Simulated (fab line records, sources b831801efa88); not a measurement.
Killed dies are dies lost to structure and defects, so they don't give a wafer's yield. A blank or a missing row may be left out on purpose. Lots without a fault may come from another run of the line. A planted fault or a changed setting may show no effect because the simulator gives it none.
fab line records | flow sky130
record lots=13 wafers=39 last_day=50
route steps=708 shown POLY_GATE@227 SPACER@304 SD_P@327 SD_N@350
lots that met no fault: from a run of the same line without faults
start_h: hours from the record's first day to the start of the lot's first wafer shown | wait_h: hours since the lot's step before | " the same as in the row above | L1.1+2: a row that stands for several wafers | - no value, or no start given | * or withheld: withheld | < > ~ a bound
route shown NAME@n: a module of which the file shows steps, and the number in the route of the first | usual: mean/standard deviation of fault-free wafers | same: alike in all rows | chamber/n: place in a boat | sites: the reading at each site | _std_site: their standard deviation | _edge_site: outer sites' mean less inner sites' | radius_mm: how far each site lies from the wafer's centre | mask NAME#n: copy n | behind: the tool/chamber that last shaped the wafer | hold: why the lot was held/for how many hours/how that ended | device: the transistor (n, p or np) that didn't switch | end of line: the same wafers' tests at the end of the route | a step without rows: its recipe alone | killed: dies lost to structure and defects at the first sort, not the wafer's yield | map: a wafer's dies, x killed, . not, _ none there
set.NAME: the setting as run; set.NAME@STEP: as run at that earlier step | model.NAME: the simulator's own value behind a step, which no gauge read
steps of the route over a sample of lots; a table a step, a row a wafer
services: from which hour (start_h, from the record's first day; less than 0 if before it) a tool's chamber was out of use, for how many hours, and why
## steps
# step SKY_POLY_GATE_CD_MEAS_13
# recipe target_cd_nm=150
# usual cd_nm=150.1/1.3
# columns lot.wafer tool chamber start_h wait_h cd_nm
L341.1 cd_sem-02 - 368.17 - 151.1
L341.5 " - " " 151.1
L341.6 " - " " 149.9
L343.2 cd_sem-02 - 381.19 - 150.8
L343.3 " - " " 147.5
L343.4 " - " " 150.9
L342.4 cd_sem-02 - 381.40 - 149.2
L342.5 " - " " 150.1
L342.6 " - " " 151.2
L344.3 cd_sem-02 - 394.43 - 148.6
L344.5 " - " " 149.5
L344.6 " - " " 150.6
L345.3 cd_sem-01 - 407.36 - 150.0
L345.4 " - " " 149.8
L345.5 " - " " 150.8
L346.3 cd_sem-02 - 411.76 - 149.3
L346.4 " - " " 148.5
L346.5 " - " " 148.4
L353.1 cd_sem-01 - 478.39 - 150.1
L353.3 " - " " 149.8
L353.4 " - " " 147.9
L358.1 cd_sem-01 - 540.87 - 149.7
L358.3 " - " " 150.7
L358.5 " - " " 150.6
L360.1 cd_sem-01 - 542.32 - 148.9
L360.3 " - " " 150.5
L360.5 " - " " 148.6
L361.3 cd_sem-02 - 552.71 - 151.9
L361.5 " - " " 151.9
L361.6 " - " " 151.1
L363.3 cd_sem-02 - 561.91 - 149.1
L363.4 " - " " 150.8
L363.5 " - " " 149.1
L362.2 cd_sem-02 - 563.19 - 151.6
L362.4 " - " " 151.1
L362.6 " - " " 151.3
L364.1 cd_sem-02 - 568.57 - 149.6
L364.4 " - " " 150.2
L364.5 " - " " 151.1
# step SKY_SPACER_CVD_00
# recipe material=Si3N4 precursor=DCS/NH3 target_thk_nm=43.1 temp_c=770 time_s=740 pressure_mtorr=250
# usual spike_tc_bottom_C=794/3.6 spike_tc_centre_C=770.8/1.1 spike_tc_lower_C=769.6/1.4 zone_power_bottom_pct=19.1/0.77 zone_power_centre_pct=14.2/0.33 zone_power_lower_pct=13.5/0.56
# columns lot.wafer tool chamber start_h wait_h spike_tc_bottom_C spike_tc_centre_C spike_tc_lower_C zone_power_bottom_pct zone_power_centre_pct zone_power_lower_pct
L341.1 lpcvd-02 1 525.89 1.0 799 770.5 770.1 18.2 13.8 12.7
L341.5 " 1 " " 798 770.3 770.6 18.7 13.9 13.2
L341.6 " 1 " " 798 771.4 772.0 18.1 13.8 13.1
L342.4 lpcvd-02 1 538.69 0.5 799 769.4 772.0 18.2 13.9 13.2
L342.5 " 1 " " 799 770.5 772.4 18.0 13.9 12.7
L342.6 " 1 " " 797 770.5 770.7 18.7 14.0 12.9
L343.2 lpcvd-02 0 538.69 0.6 791 772.2 768.1 19.9 14.5 14.0
L343.3 " 0 " " 790 770.5 770.4 19.8 14.4 14.0
L343.4 " 0 " " 792 771.4 768.2 19.7 14.7 14.2
L344.3 lpcvd-02 0 552.16 0.2 792 772.1 768.6 19.8 14.2 14.0
L344.5 " 0 " " 791 770.9 768.0 19.6 14.6 13.8
L344.6 " 0 " " 791 770.8 768.5 19.8 14.5 13.9
L345.3 lpcvd-02 0 566.43 0.0 791 772.5 768.8 19.5 14.6 14.1
L345.4 " 0 " " 790 771.1 770.3 20.0 14.4 14.0
L345.5 " 0 " " 792 771.8 769.0 19.6 14.2 14.0
L346.3 lpcvd-02 0 569.83 0.0 793 770.9 769.6 19.5 14.5 14.0
L346.4 " 0 " " 790 772.3 769.4 19.8 14.4 14.1
L346.5 " 0 " " 790 771.6 768.2 19.6 14.6 14.2
L353.1 lpcvd-02 0 631.26 0.0 785 765.7 815.7 14.8 8.3 27.7
L353.3 " 0 " " 785 764.1 814.6 14.7 8.1 27.8
L353.4 " 0 " " 784 765.7 813.7 14.9 8.2 27.7
L358.1 lpcvd-02 1 702.02 12.0 798 771.5 769.1 18.4 13.9 12.9
L358.3 " 1 " " 799 771.4 771.6 18.3 13.9 12.8
L358.5 " 1 " " 798 770.7 771.5 18.3 14.0 12.9
L360.1 lpcvd-02 1 702.02 10.6 798 769.8 770.8 18.0 13.9 13.0
L360.3 " 1 " " 797 770.3 770.1 18.4 14.0 12.9
L360.5 " 1 " " 800 769.5 768.9 18.0 13.6 12.9
L361.3 lpcvd-02 1 702.02 0.3 798 770.6 769.5 18.7 13.7 13.0
L361.5 " 1 " " 799 771.1 770.6 18.4 13.9 13.1
L361.6 " 1 " " 797 768.5 770.7 18.3 14.0 12.9
L363.3 lpcvd-02 1 709.19 0.0 797 771.5 770.8 18.3 14.0 12.7
L363.4 " 1 " " 799 769.9 770.6 18.0 13.7 12.9
L363.5 " 1 " " 799 770.4 769.8 18.1 14.1 12.9
L362.2 lpcvd-02 0 710.39 0.6 792 771.0 767.9 19.8 14.2 14.2
L362.4 " 0 " " 792 771.5 768.6 19.5 14.3 13.9
L362.6 " 0 " " 792 771.6 767.7 19.7 14.7 14.0
L364.1 lpcvd-02 1 716.22 1.1 797 770.8 769.8 18.1 13.7 12.7
L364.4 " 1 " " 798 768.8 770.4 18.6 13.8 12.5
L364.5 " 1 " " 799 768.5 770.5 18.4 13.6 12.9
# step SKY_SD_P_CD_MEAS_07
# recipe target_cd_nm=380
# usual cd_nm=379.7/2.2
# columns lot.wafer tool chamber start_h wait_h cd_nm
L341.1 cd_sem-02 - 586.61 0.1 379.2
L341.5 " - " " 381.2
L341.6 " - " " 382.1
L343.2 cd_sem-02 - 598.98 0.1 376.0
L343.3 " - " " 377.9
L343.4 " - " " 378.7
L342.4 cd_sem-01 - 599.45 0.1 378.5
L342.5 " - " " 379.2
L342.6 " - " " 378.8
L344.3 cd_sem-02 - 612.50 0.1 380.9
L344.5 " - " " 381.2
L344.6 " - " " 381.0
L345.3 cd_sem-01 - 626.61 0.1 379.8
L345.4 " - " " 379.9
L345.5 " - " " 379.1
L346.3 cd_sem-02 - 629.80 0.1 377.7
L346.4 " - " " 377.5
L346.5 " - " " 378.3
L353.1 cd_sem-01 - 689.59 0.1 383.2
L353.3 " - " " 382.1
L353.4 " - " " 379.9
L358.1 cd_sem-01 - 757.51 0.1 382.6
L358.3 " - " " 380.7
L358.5 " - " " 382.8
L361.3 cd_sem-02 - 757.58 0.1 378.4
L361.5 " - " " 378.7
L361.6 " - " " 378.6
L360.1 cd_sem-01 - 757.81 0.1 378.1
L360.3 " - " " 378.1
L360.5 " - " " 378.4
L363.3 cd_sem-02 - 765.16 0.1 380.4
L363.4 " - " " 380.2
L363.5 " - " " 380.3
L362.2 cd_sem-01 - 765.51 0.1 382.5
L362.4 " - " " 381.4
L362.6 " - " " 380.6
L364.1 cd_sem-01 - 772.21 0.1 381.1
L364.4 " - " " 382.1
L364.5 " - " " 384.2
# step SKY_SD_N_OVL_MEAS_08
# usual SD_N_OVL=0.4/1.2
# columns lot.wafer tool chamber start_h wait_h SD_N_OVL[nm]
L341.1 overlay-01 - 646.04 0.1 0.3
L341.5 " - " " -0.1
L341.6 " - " " 2.5
L343.2 overlay-02 - 658.46 0.1 0.5
L343.3 " - " " 0.4
L343.4 " - " " -1.6
L342.4 overlay-01 - 658.63 0.1 -0.7
L342.5 " - " " 1.0
L342.6 " - " " 0.8
L344.3 overlay-02 - 670.37 0.1 0.2
L344.5 " - " " 1.3
L344.6 " - " " 0.8
L345.3 overlay-01 - 683.59 0.1 -1.1
L345.4 " - " " -1.1
L345.5 " - " " -1.3
L346.3 overlay-02 - 687.14 0.1 -1.8
L346.4 " - " " 0.0
L346.5 " - " " 0.0
L353.1 overlay-01 - 745.36 0.1 1.2
L353.3 " - " " -0.8
L353.4 " - " " 1.2
L358.1 overlay-01 - 810.66 0.1 -1.2
L358.3 " - " " -0.7
L358.5 " - " " -0.8
L361.3 overlay-01 - 811.02 0.1 -0.8
L361.5 " - " " -0.9
L361.6 " - " " -0.4
L360.1 overlay-01 - 811.38 0.1 0.4
L360.3 " - " " 1.1
L360.5 " - " " 1.0
L363.3 overlay-01 - 817.37 0.1 2.2
L363.4 " - " " 2.0
L363.5 " - " " 0.6
L362.2 overlay-01 - 817.68 0.1 0.6
L362.4 " - " " 1.2
L362.6 " - " " 1.4
L364.1 overlay-02 - 825.03 0.1 2.0
L364.4 " - " " 2.8
L364.5 " - " " 2.3
## services
# columns tool chamber start_h hours kind
lpcvd-02 - 512.75 4.6 repair
lpcvd-02 - 680.90 2.8 pm
lpcvd-02 - 686.21 14.6 pm
lpcvd-02 - 700.99 1.0 repair
## key
first_sign step=SKY_SPACER_CVD_00 reading=spike_tc_lower_C direction=up sigmas=32 usual=769.6 struck=814.7
effect step=SKY_SPACER_CVD_00 reading=zone_power_lower_pct direction=up sigmas=25 usual=13.5 struck=27.7
met_at SKY_SPACER_CVD_00
struck_lots L353
struck_wafers L353.1,L353.3,L353.4
tester_left_out L353
not_acting_at SKY_POLY_GATE_CD_MEAS_13,SKY_SD_P_CD_MEAS_07,SKY_SD_N_OVL_MEAS_08
onset_between 569.83 631.26
fault kind=process_parameter_drift tool=lpcvd-02 chamber=0 onset_h=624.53 steps=SKY_SPACER_CVD_00 channel=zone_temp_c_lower offset=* shape=step end_h=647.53
# tester_left_out: of these lots the tester's yield and bins aren't shown, on N5 and GAA mostly nor the transistor test; their killed dies are dies lost to structure and defects alone, not to doping, threshold or leakage, so they don't give the yield
